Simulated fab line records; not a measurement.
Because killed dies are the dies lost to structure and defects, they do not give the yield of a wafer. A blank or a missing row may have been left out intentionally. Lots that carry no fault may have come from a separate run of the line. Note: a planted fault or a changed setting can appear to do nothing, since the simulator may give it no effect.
Comparing a struck lot with a sound one / flow sky130 / 15 steps out of a route of 708
Sound: wafers L641.1, L641.4, L641.6. Struck: wafers L651.3, L651.5, L651.6. The cause is given at the end.
For every step that has rows: the tool of each side, followed by ch and its chambers, followed by its first start. Under that, the readings that differ: sound wafers / struck wafers / difference of the means / sigmas: that difference in standard deviations of wafers without a fault.
alike: readings whose means differ by less than 2 such deviations, and words and numbers that are the same on both sides. not compared: withheld readings, readings that some wafer has no value for, bounds like >300 that may hide the same value, and numbers for which the record gives no deviation and whose values overlap.
The two part at a step that has a row with sigmas, a row that says differs or no value, or rows on one side only. Non-overlapping numbers with no deviation appear without sigmas and do not part them. Lack of a reading on every wafer of one side parts them only where that side has two or more wafers.

first, 1 step without rows for these wafers: SKY_POLY_GATE_OXIDATION_20 (stabilise 600 s, purge 300 s, target thk 4 nm).
SKY_POLY_GATE_THK_MEAS_21:
  sound on film metro-02, day 18 06:05; struck on film metro-04, day 22 15:50
  alike: POLY_GATE_OXIDATION_THK
SKY_POLY_GATE_CD_MEAS_22:
  sound on cd sem-01, day 18 06:09; struck on cd sem-01, day 22 15:56
  alike: cd nm
then, 7 steps without rows for these wafers: SKY_LDD_N_DEHYDRATE_00 (time 60 s); SKY_LDD_N_HMDS_01 (prime time 60 s); SKY_LDD_N_COAT_02 (resist thk 300 nm); SKY_LDD_N_SOFTBAKE_03 (time 60 s); SKY_LDD_N_EXPOSE_04 (exposes mask NTM, target cd 840 nm); SKY_LDD_N_PEB_05; SKY_LDD_N_DEVELOP_06 (develop time 60 s).
SKY_LDD_N_OVL_MEAS_07:
  sound on overlay-02, day 19 11:20; struck on overlay-01, day 23 22:00
reading=LDD_N_OVL (nm); sound=0.4 1.4 1.7; struck=-2.1 -2.0 -1.8; difference=-3.1; sigmas=-3
then, 1 step without rows for these wafers: SKY_LDD_N_IMPLANT_08.
SKY_LDD_N_IMPLANT_09:
  sound on implanter-01 ch 0, day 19 11:32; struck on implanter-04 ch 0, day 23 22:14
reading=beam energy keV; sound=20.016 20.006 20.012; struck=16.656 16.656 16.657; difference=-3.355; sigmas=-99 or more
reading=beam on s (s); sound=9.85 10.22 9.95; struck=10.98 11.02 10.73; difference=+0.90; sigmas=+5
reading=faraday current uA; sound=426 415 425; struck=384 383 392; difference=-36; sigmas=-4
reading=model.implant.rp nm (nm); sound=15.71 15.71 15.71; struck=13.78 13.78 13.78; difference=-1.93; sigmas=
reading=model.implant.drp nm (nm); sound=7.212 7.212 7.212; struck=6.364 6.364 6.364; difference=-0.848; sigmas=
then, 1 step without rows for these wafers: SKY_LDD_N_IMPLANT_10.
-- a jump in the record: the struck wafers' starts before and after are 26 days apart (it breaks off in module LDD_N and resumes in module PAD_OPEN, where the first step shown is number 708 of the route) --
SKY_PAD_OPEN_PROBE_99:
  sound on prober-01, day 47 02:41; struck on prober-02, day 49 23:17
reading=model.etest.tip n.rs ohm sq; sound=446.5 444.3 439.3; struck=449.5 449.7 447.4; difference=+5.5; sigmas=
  alike: killed_at_M0_to_M3, killed_at_M4_up, killed at contacts, killed at front end, killed at other, killed dies, killed open, killed short

== WHERE THEY PART ==
Earliest at SKY_LDD_N_OVL_MEAS_07; latest, in this record, at SKY_LDD_N_IMPLANT_09. Later steps at which nothing parts them and some readings are alike: SKY_PAD_OPEN_PROBE_99.

WHY: the cause the simulator had injected
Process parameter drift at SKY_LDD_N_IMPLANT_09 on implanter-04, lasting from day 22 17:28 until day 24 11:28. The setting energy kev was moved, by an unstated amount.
